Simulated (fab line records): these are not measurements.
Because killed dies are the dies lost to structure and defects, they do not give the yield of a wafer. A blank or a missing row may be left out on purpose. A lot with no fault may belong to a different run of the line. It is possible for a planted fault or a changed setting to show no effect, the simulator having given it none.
2 desks looking at one fault ; flow gf180mcu ; only its own numbers are on each desk; what lay behind them is given at the end

== DESK OF THE TOOL OWNER: rieSi-01 ==
The tool's own readings at GF_STI_ETCH_14 (etches Si in HBr/Cl2/O2, target depth 360 nm, time 102.9 s): means of the sampled wafers that have a number, for each lot that ran on this tool. Any lot whose mean is over 4 standard deviations away from the usual mean is out of limits and marked OUT; that distance is given in the brackets.
Columns: A = O2_flow_sccm at GF_STI_ETCH_14, usual 5.999 sccm; B = drypumpMotorCurrentA at GF_STI_ETCH_14, usual 6.0 A; C = oesProductAu at GF_STI_ETCH_14, usual 1.000 a.u.; D = rfFwdPowerW at GF_STI_ETCH_14, usual 596.8 W; E = throttleValvePct at GF_STI_ETCH_14, usual 25.655 %
lot;first seen here;A;B;C;D;E
L105;day 2 02:20;6.004;6.0;1.003;596.3;25.649
L106;day 2 06:26;5.994;5.9;0.996;595.8;25.648
L107;day 2 12:32;6.013;5.9;1.001;597.2;25.649
L108;day 2 17:20;6.014;5.6;0.941 (-5.4) OUT;501.7 (-48) OUT;25.682
L109;day 3 00:02;5.991;6.1;0.954 (-4.2) OUT;502.9 (-47) OUT;25.675
L122;day 5 16:32;5.994;5.6;0.999;596.2;25.640
L123;day 5 23:23;6.000;5.9;1.007;596.0;25.653
This desk's verdict: out of limits on L108, L109, starting with L108 at day 2 17:20 (oesProductAu at GF_STI_ETCH_14). L105, L106, L107, L122, L123: within limits.

== FROM THE METROLOGY DESK ==
Means of the sampled wafers that have a number, per lot and without regard to the tool the lot ran on: this is what the gauges read. Any lot whose mean is over 4 standard deviations away from the usual mean is out of limits and marked OUT; that distance is given in the brackets.
Columns: A = STI_OXIDATION_01_THK at GF_STI_THK_MEAS_22, usual 15.01 nm; B = STI_CVD_23_THK at GF_STI_THK_MEAS_24, usual 651 nm; C = VT_IMPLANT_2_TW at GF_VT_IMPLANT_TW_MEAS_21, usual 1219
lot;first seen here;A;B;C
L105;day 2 04:02;15.00;654;1214
L106;day 2 09:02;14.72;654;1213
L107;day 2 14:12;14.97;645;1245
L108;day 2 19:00;15.22;658;1217
L109;day 3 01:42;15.13;655;1216
L118;day 4 23:10;15.24;634;1207
L122;day 5 18:12;14.82;648;1199
L123;day 6 01:02;15.29;652;1251
L124;day 6 04:37;14.76;648;1244
L125;day 6 10:41;15.20;656;1216
L126;day 6 16:22;15.20;636;1193
L127;day 6 22:07;14.63;645;1239
L128;day 7 03:01;14.85;654;1217
Finding of this desk: none of the 13 lots has anything out of limits.

== BROUGHT TOGETHER ==
The tool owner's desk had the chance to raise an alarm at day 2 17:20 on L108, L109.
Nothing out of limits was seen by the metrology desk.
The metrology desk has L108, L109 on record, within its limits.
The lots listed all ran GF_STI_ETCH_14 on rieSi-01.

== WHAT HAD BEEN PUT IN BY THE SIMULATOR ==
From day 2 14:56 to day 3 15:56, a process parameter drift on rieSi-01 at GF_STI_ETCH_14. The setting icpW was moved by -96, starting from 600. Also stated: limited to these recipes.
Struck lots among those shown: L108, L109.
Hours from the fault's start to each desk's first reading out of limits: the tool owner's desk, 2.
